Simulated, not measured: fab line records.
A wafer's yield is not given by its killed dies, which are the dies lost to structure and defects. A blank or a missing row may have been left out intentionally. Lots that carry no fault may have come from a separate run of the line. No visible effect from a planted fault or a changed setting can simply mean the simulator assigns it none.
Matching of chambers + flow gf180mcu + rie-diel-03 running GF_V5_ETCH_16: 4 sister chambers
The step etches BARC in N2/H2. 16 wafers are shown with their chamber, then 8 later ones without.

== EACH WAFER AND ITS CHAMBER ==
| wafer  | chamber | drypump-motor-current-A (A) | h2-flow-sccm (sccm) | throttle-valve-pct (%) |
|--------|---------|-----------------------------|---------------------|------------------------|
| L192.1 | 3       | 4.8                         | 200.2               | 13.219                 |
| L192.4 | 2       | 5.3                         | 200.4               | 13.232                 |
| L192.6 | 2       | 5.4                         | 200.8               | 13.225                 |
| L199.2 | 3       | 4.8                         | 199.3               | 13.222                 |
| L199.3 | 0       | 6.4                         | 200.2               | 13.233                 |
| L199.4 | 3       | 4.8                         | 200.0               | 13.221                 |
| L202.1 | 1       | 5.9                         | 200.2               | 13.222                 |
| L202.2 | 0       | 6.4                         | 200.2               | 13.240                 |
| L202.6 | 1       | 5.9                         | 200.2               | 13.227                 |
| L203.2 | 3       | 4.8                         | 199.1               | 13.232                 |
| L203.5 | 2       | 5.4                         | 200.7               | 13.221                 |
| L203.6 | 1       | 5.8                         | 200.1               | 13.216                 |
| L207.1 | 2       | 5.4                         | 199.6               | 13.205                 |
| L207.2 | 0       | 6.5                         | 200.3               | 13.225                 |
| L207.6 | 2       | 5.4                         | 200.0               | 13.235                 |
| L209.1 | 0       | 6.4                         | 200.2               | 13.236                 |

SIGNATURES (means of the wafers above)
| reading                 | chamber 0 | chamber 1 | chamber 2 | chamber 3 | scatter within a chamber |
|-------------------------|-----------|-----------|-----------|-----------|--------------------------|
| drypump-motor-current-A | 6.425     | 5.867     | 5.380     | 4.800     | 0.043                    |
| h2-flow-sccm            | 200.225   | 200.167   | 200.300   | 199.650   | 0.394                    |
| throttle-valve-pct      | 13.23350  | 13.22167  | 13.22360  | 13.22350  | 0.00836                  |
Rule: a wafer's distance from a chamber is the root of the sum, over the readings, of the square of ((its reading less the chamber's mean) divided by the reading's scatter). The wafer belongs to the nearest chamber; if the next one is less than 2 further off, it can't be placed. The scatter: the root of (the sum of the squares of (reading less its chamber's mean) over the shown wafers, divided by (wafers less chambers)).

== WAFERS MISSING THEIR CHAMBER ==
| wafer  | drypump-motor-current-A (A) | h2-flow-sccm (sccm) | throttle-valve-pct (%) |
|--------|-----------------------------|---------------------|------------------------|
| L209.3 | 5.4                         | 198.5               | 13.225                 |
| L209.6 | 4.8                         | 200.3               | 13.231                 |
| L211.1 | 5.9                         | 200.0               | 13.224                 |
| L211.2 | 5.3                         | 200.5               | 13.235                 |
| L211.5 | 6.5                         | 198.6               | 13.218                 |
| L212.1 | 5.4                         | 200.4               | 13.231                 |
| L212.4 | 6.5                         | 200.1               | 13.222                 |
| L212.6 | 5.8                         | 199.3               | 13.227                 |

== CHAMBER TAKEN BY EACH ==
| wafer  | from the rows above | in truth |
|--------|---------------------|----------|
| L209.3 | 2                   | 2        |
| L209.6 | 3                   | 3        |
| L211.1 | 1                   | 1        |
| L211.2 | 2                   | 2        |
| L211.5 | 0                   | 0        |
| L212.1 | 2                   | 2        |
| L212.4 | 0                   | 0        |
| L212.6 | 1                   | 1        |
Correct placement for 8 of the 8. Left unplaced by these rows: 0. 0 placed wrongly.
